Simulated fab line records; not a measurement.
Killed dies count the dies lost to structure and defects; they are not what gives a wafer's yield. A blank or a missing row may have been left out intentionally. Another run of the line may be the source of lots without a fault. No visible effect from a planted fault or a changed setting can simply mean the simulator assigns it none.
Chamber matching | flow sky130 | 4 sister chambers for SKY_VIA4_CMP_02 on cmp-02
The step polishes SiO2. 8 wafers are shown with their chamber, then 7 later ones without.

WAFERS, EACH WITH ITS CHAMBER
wafer  | chamber | motor current A (A) | edge zone pressure frac
L763.4 | 2       | 12.5                | 1.008
L768.1 | 1       | 14.8                | 1.002
L768.4 | 0       | 11.0                | 0.997
L772.4 | 1       | 15.3                | 0.996
L772.5 | 3       | 10.8                | 1.007
L772.6 | 2       | 12.5                | 1.000
L773.3 | 3       | 10.5                | 0.997
L773.4 | 0       | 10.6                | 0.997

WAFERS WITHOUT THEIR CHAMBER
wafer  | motor current A (A) | edge zone pressure frac
L773.6 | 14.3                | 0.998
L776.3 | 12.5                | 0.990
L776.4 | 11.4                | 0.998
L776.5 | 12.9                | 0.994
L777.1 | 11.4                | 1.001
L777.3 | 11.2                | 0.996
L777.4 | 13.0                | 0.998

WHICH CHAMBER EACH WENT THROUGH
wafer  | from the rows above          | in truth
L773.6 | 1                            | 1
L776.3 | 2                            | 2
L776.4 | can't be placed: 0 or 3      | 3
L776.5 | 2                            | 2
L777.1 | can't be placed: 0 or 3 or 2 | 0
L777.3 | can't be placed: 0 or 3      | 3
L777.4 | 2                            | 2
Correctly placed: 4 of 7. Not placeable from these rows: 3 (in 3, the candidates include the true chamber). Placed wrongly: 0.
How it was worked out, from the rows above alone: a wafer's distance from a chamber is the root of the sum, over the readings, of the square of ((its reading less the chamber's mean) divided by the reading's scatter). The wafer belongs to the nearest chamber; if the next one is less than 2 further off, it can't be placed. The mean given for a chamber averages the wafers shown for that chamber. The scatter: take each reading less its chamber's mean, square it, sum over the shown wafers, divide by the number of wafers less the number of chambers, and take the root.
